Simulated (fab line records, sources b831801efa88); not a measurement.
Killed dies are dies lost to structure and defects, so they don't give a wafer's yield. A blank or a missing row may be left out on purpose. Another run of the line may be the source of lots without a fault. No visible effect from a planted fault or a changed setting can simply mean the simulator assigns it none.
Which tool did it?	flow sky130	Sampling: 14 lots, 42 wafers, 3 of 708 route steps

== WHAT THE GAUGES SHOWED, per wafer ==
SKY_VT_ADJUST_NCORE_CD_MEAS_07: the cd target is 380 nm.
lot	measured	on	cd-nm (nm)
L628	day 8 12:50	cd-sem-01	378.7 379.1 375.6
L629	day 8 21:41	cd-sem-01	376.8 376.2 379.2
L630	day 9 07:07	cd-sem-02	379.5 375.3 376.3
L637	day 11 02:40	cd-sem-02	379.2 381.2 380.1
L638	day 11 05:31	cd-sem-01	382.6 378.4 379.6
L639	day 11 19:10	cd-sem-01	380.2 377.6 379.3
L640	day 11 22:38	cd-sem-02	374.9 379.4 377.3
L642	day 12 15:29	cd-sem-01	382.6 384.9 383.4
L644	day 13 13:04	cd-sem-01	376.3 379.5 378.2
L645	day 13 21:04	cd-sem-01	378.2 379.6 378.0
L646	day 14 04:52	cd-sem-01	381.8 380.0 378.6
L648	day 14 06:24	cd-sem-02	376.9 377.8 378.1
L649	day 15 10:04	cd-sem-01	379.3 379.0 381.4
L651	day 15 14:23	cd-sem-02	382.6 380.3 380.5

SKY_VT_ADJUST_HVTR_CD_MEAS_07: the cd target is 380 nm.
lot	measured	on	cd-nm (nm)
L628	day 9 10:43	cd-sem-02	381.4 379.1 380.7
L629	day 9 19:24	cd-sem-01	375.3 377.0 376.6
L630	day 10 04:29	cd-sem-02	381.3 380.3 380.5
L637	day 12 01:58	cd-sem-01	380.6 381.6 380.0
L638	day 12 04:15	cd-sem-01	385.0 387.6 386.7
L639	day 12 18:33	cd-sem-01	379.7 378.7 379.7
L640	day 12 22:26	cd-sem-02	384.9 384.3 383.5
L642	day 13 17:26	cd-sem-02	372.5 376.2 375.2
L644	day 14 14:15	cd-sem-02	379.2 377.2 377.0
L645	day 14 21:38	cd-sem-01	381.6 381.0 380.5
L646	day 15 07:38	cd-sem-02	376.6 374.0 376.2
L648	day 15 08:54	cd-sem-02	380.5 380.4 378.6
L649	day 16 13:47	cd-sem-01	379.0 379.3 378.7
L651	day 16 17:56	cd-sem-02	381.8 380.8 382.0

SKY_VT_ADJUST_PCH_OVL_MEAS_07.
lot	measured	on	VT_ADJUST_PCH_OVL (nm)
L628	day 10 08:10	overlay-01	-3.9 -1.1 0.3
L629	day 10 17:12	overlay-02	1.7 0.0 0.6
L630	day 11 03:51	overlay-01	-0.2 0.2 -1.8
L637	day 13 01:26	overlay-02	0.3 0.9 1.9
L638	day 13 04:26	overlay-02	-0.6 -0.2 -1.6
L639	day 13 18:42	overlay-01	-2.4 -3.0 -0.7
L640	day 13 23:45	overlay-01	-1.3 -0.7 -0.1
L642	day 14 19:21	overlay-02	-2.7 -3.0 -0.3
L644	day 15 18:02	overlay-01	-1.1 -1.4 -2.2
L645	day 16 01:06	overlay-01	-1.7 -3.3 -2.2
L646	day 16 11:34	overlay-02	0.7 -1.0 -0.9
L648	day 16 12:47	overlay-01	-1.7 -2.5 -2.9
L649	day 17 19:14	overlay-02	-0.8 -2.6 -1.8
L651	day 17 22:52	overlay-02	-0.4 -0.1 0.2

== TOOL THAT RAN EACH LOT (tool first, then ch and the chambers of the sampled wafers, then the start) ==
Record: no process step prior to these readings.

== AS READ BY THE TOOLS THEMSELVES (means over the sampled wafers that have a number; for cases with no such wafer, the mark the record gives instead) ==
The record holds no such reading with a usual standard deviation.

== THE ANSWER, worked out from the rows above alone ==
Rule: usual is defined by the lots themselves. Put in order of their means at a reading, lots are off if they are a third of the lots or fewer, leave a main group of 4 or more, and stand apart from it by a gap of 3 or more times the standard deviation of the main group's means; of several such gaps the widest counts. The tables above print the reading to a certain number of digits; a main group whose means all agree to those digits is not used. A lot without any number at a reading at which 4 lots or more have one is off too. The other lots that the step has rows for count as sound. Order of review: gauges by route order, followed by the tools' own readings, for which a lot's mean as printed above is used. The first step at which some lot is off is used, and at that step the reading that is off furthest; a lot without a number counts as furthest.
No lot is off on any of the readings shown, so nothing can be concluded from this.

== WHAT THE SIMULATOR PUT IN ==
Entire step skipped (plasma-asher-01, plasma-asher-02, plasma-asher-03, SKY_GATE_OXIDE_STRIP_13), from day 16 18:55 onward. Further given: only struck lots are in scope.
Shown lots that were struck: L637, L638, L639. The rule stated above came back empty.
